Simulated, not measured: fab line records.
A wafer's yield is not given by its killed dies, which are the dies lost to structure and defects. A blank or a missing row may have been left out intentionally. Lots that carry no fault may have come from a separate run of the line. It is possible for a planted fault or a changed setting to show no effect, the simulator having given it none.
What tool caused it? || flow gf180mcu || Sampling: 11 lots, 33 wafers, 3 of 602 route steps

## WHAT EACH GAUGE READ, for each wafer
GF_M3_RS_MEAS_05: the measuring method here is four-point-probe.
{"lot": "L967", "measured": "day 20 19:26", "on": "filmMetro-04", "M3_ALCU_RS (ohm/sq)": "0.0709 0.0702 0.0696"}
{"lot": "L968", "measured": "day 21 01:17", "on": "filmMetro-04", "M3_ALCU_RS (ohm/sq)": "0.0697 0.0695 0.0695"}
{"lot": "L969", "measured": "day 21 07:53", "on": "filmMetro-04", "M3_ALCU_RS (ohm/sq)": "0.0705 0.0685 0.0702"}
{"lot": "L971", "measured": "day 22 13:57", "on": "filmMetro-04", "M3_ALCU_RS (ohm/sq)": "0.0688 0.0692 0.0700"}
{"lot": "L972", "measured": "day 23 01:20", "on": "filmMetro-04", "M3_ALCU_RS (ohm/sq)": "0.0695 0.0701 0.0701"}
{"lot": "L973", "measured": "day 23 09:22", "on": "filmMetro-04", "M3_ALCU_RS (ohm/sq)": "0.0685 0.0682 0.0674"}
{"lot": "L977", "measured": "day 25 04:10", "on": "filmMetro-02", "M3_ALCU_RS (ohm/sq)": "0.0693 0.0693 0.0693"}
{"lot": "L979", "measured": "day 25 08:01", "on": "filmMetro-04", "M3_ALCU_RS (ohm/sq)": "0.0694 0.0700 0.0696"}
{"lot": "L981", "measured": "day 26 00:49", "on": "filmMetro-04", "M3_ALCU_RS (ohm/sq)": "0.0698 0.0705 0.0696"}
{"lot": "L988", "measured": "day 28 02:07", "on": "filmMetro-04", "M3_ALCU_RS (ohm/sq)": "0.0691 0.0695 0.0707"}
{"lot": "L989", "measured": "day 28 20:53", "on": "filmMetro-01", "M3_ALCU_RS (ohm/sq)": "0.0700 0.0700 0.0987"}

## EACH LOT AND THE TOOL THAT RAN IT (in order: tool; ch and the chambers of the sampled wafers; start)
{"lot": "L967", "GF_V2_ETCH_17": "rieDiel-01 ch 0,2,3, day 20 18:44 or earlier", "GF_M3_SPUTTER_02": "pvdSputter-01, day 20 19:21"}
{"lot": "L968", "GF_V2_ETCH_17": "rieDiel-02 ch 2,3, day 21 00:35 or earlier", "GF_M3_SPUTTER_02": "pvdSputter-04, day 21 01:11"}
{"lot": "L969", "GF_V2_ETCH_17": "rieDiel-01 ch 1,2,3, day 21 07:10 or earlier", "GF_M3_SPUTTER_02": "pvdSputter-01, day 21 07:47"}
{"lot": "L971", "GF_V2_ETCH_17": "rieDiel-02 ch 0,2,3, day 22 13:15 or earlier", "GF_M3_SPUTTER_02": "pvdSputter-02, day 22 13:52"}
{"lot": "L972", "GF_V2_ETCH_17": "rieDiel-02 ch 0,1, day 23 00:38 or earlier", "GF_M3_SPUTTER_02": "pvdSputter-01, day 23 01:15"}
{"lot": "L973", "GF_V2_ETCH_17": "rieDiel-03 ch 1,2, day 23 08:40 or earlier", "GF_M3_SPUTTER_02": "pvdSputter-04, day 23 09:14"}
{"lot": "L977", "GF_V2_ETCH_17": "rieDiel-03 ch 1,2,3, day 25 02:41 or earlier", "GF_M3_SPUTTER_02": "pvdSputter-01, day 25 04:03"}
{"lot": "L979", "GF_V2_ETCH_17": "rieDiel-01 ch 0,2, day 25 07:07 or earlier", "GF_M3_SPUTTER_02": "pvdSputter-02, day 25 07:55"}
{"lot": "L981", "GF_V2_ETCH_17": "rieDiel-01 ch 0,3, day 26 00:07 or earlier", "GF_M3_SPUTTER_02": "pvdSputter-04, day 26 00:42"}
{"lot": "L988", "GF_V2_ETCH_17": "rieDiel-03 ch 0,1, day 28 01:25 or earlier", "GF_M3_SPUTTER_02": "pvdSputter-04, day 28 02:01"}
{"lot": "L989", "GF_V2_ETCH_17": "rieDiel-01 ch 0,2,3, day 28 20:11 or earlier", "GF_M3_SPUTTER_02": "pvdSputter-02, day 28 20:47"}
- GF_V2_ETCH_17: etches SiO2 in C4F8/O2/Ar, stops on TiN, target depth 630 nm.
- GF_M3_SPUTTER_02: material AlCu, target thk 450 nm, time 23.9 s.

## THE ANSWER, worked out from the rows above alone
Rule: the lots themselves supply what counts as usual. Put in order of their means at a reading, lots are off if they are a third of the lots or fewer, leave a main group of 4 or more, and stand apart from it by a gap of 3 or more times the standard deviation of the main group's means; of several such gaps the widest counts. If all means in a main group match to the digits the tables above print for the reading, that group is not used. Also off: a lot with no number at a reading for which 4 or more lots have one. Where the step has rows for the other lots, those lots are counted as sound.
Off: at GF_M3_RS_MEAS_05 (M3_ALCU_RS), L989. The main group has a mean of 0.0696 ohm/sq with a standard deviation of 0.00057.
If a tool, at a process step before that reading, ran all the lots that are off and no sound lot after the first of them, it fits. Those tools and the gauges at GF_M3_RS_MEAS_05 are tried in the same way. GF_V2_ETCH_17: start missing for some lots; hours and lot order therefore follow GF_V2_RS_MEAS_24. Can't be told from this: 3 tools fit, rieDiel-01 at GF_V2_ETCH_17, pvdSputter-02 at GF_M3_SPUTTER_02, filmMetro-01 at GF_M3_RS_MEAS_05.

## WHAT THE SIMULATOR HAD PUT IN
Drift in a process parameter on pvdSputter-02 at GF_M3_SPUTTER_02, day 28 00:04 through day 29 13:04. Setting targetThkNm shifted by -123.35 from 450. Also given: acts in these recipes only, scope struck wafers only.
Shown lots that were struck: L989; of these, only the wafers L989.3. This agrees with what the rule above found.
